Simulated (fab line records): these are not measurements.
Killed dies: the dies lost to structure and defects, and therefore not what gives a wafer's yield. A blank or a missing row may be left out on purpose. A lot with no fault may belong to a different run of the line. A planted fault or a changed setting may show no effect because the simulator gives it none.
The same fault as seen by 2 desks	flow sky130	every desk sees just its own numbers, and what lay behind them comes last

== TOOL OWNER'S DESK, hdpcvd-02 ==
The tool's own readings at SKY_VIA1_HDPCVD_00 (deposits SiO2, target thk 1030 nm, time 171.7 s): means of the sampled wafers that have a number, for each lot that ran on this tool. A lot is out of limits, marked OUT, if its mean lies more than 4 standard deviations from the usual mean; the brackets give that distance.
Columns: A = sih4-flow-sccm at SKY_VIA1_HDPCVD_00, usual 59.99 sccm
lot	first seen here	A
L750	day 34 17:32	59.91
L751	day 34 19:37	59.96
L752	day 35 00:29	59.91
L755	day 35 23:16	59.91
L766	day 39 15:11	57.07 (-14) OUT
L768	day 39 23:16	57.05 (-14) OUT
This desk finds L766, L768 out of limits, L766 being first, at day 39 15:11 (sih4-flow-sccm at SKY_VIA1_HDPCVD_00). L750, L751, L752, L755: within limits.

== THE METROLOGY DESK ==
Lot by lot, what the gauges showed, no matter which tool ran the lot: averages of those sampled wafers that carry a number. A lot is out of limits, marked OUT, if its mean lies more than 4 standard deviations from the usual mean; the brackets give that distance.
Columns: A = VIA1_HDPCVD_THK at SKY_VIA1_THK_MEAS_01, usual 1033 nm; B = cd-nm at SKY_VIA1_CD_MEAS_12, usual 150.0 nm
lot	first seen here	A	B
L747	day 34 04:02	1027	149.3
L749	day 34 09:17	1019	148.8
L750	day 34 17:40	1045	145.0
L751	day 34 19:43	1041	150.2
L752	day 35 00:37	1043	150.2
L753	day 35 15:46	1019	150.0
L755	day 35 23:22	1051	149.8
L756	day 36 08:25	1015	151.0
L757	day 36 10:52	1038	150.7
L758	day 37 04:12	1027	152.8
L759	day 37 14:59	1039	151.3
L760	day 37 21:24	1018	149.2
L766	day 39 15:19	990	150.5
L768	day 39 23:23	982	147.5
Result from this desk: across the 14 lots, nothing is out of limits.

== TAKEN TOGETHER ==
On L766, L768, at day 39 15:11, an alarm was possible from the tool owner's desk.
Metrology desk: nothing out of limits seen.
The metrology desk has L766, L768 on record, within its limits.
Every lot named ran SKY_VIA1_HDPCVD_00 on hdpcvd-02.

== WHAT HAD BEEN PUT IN BY THE SIMULATOR ==
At SKY_VIA1_HDPCVD_00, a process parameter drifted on hdpcvd-02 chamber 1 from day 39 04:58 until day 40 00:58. The setting sih4-flow-sccm was moved by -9, starting from 60. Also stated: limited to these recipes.
Struck lots among those shown: L766, L768.
Hours from the fault's start to each desk's first reading out of limits: the tool owner's desk, 10.
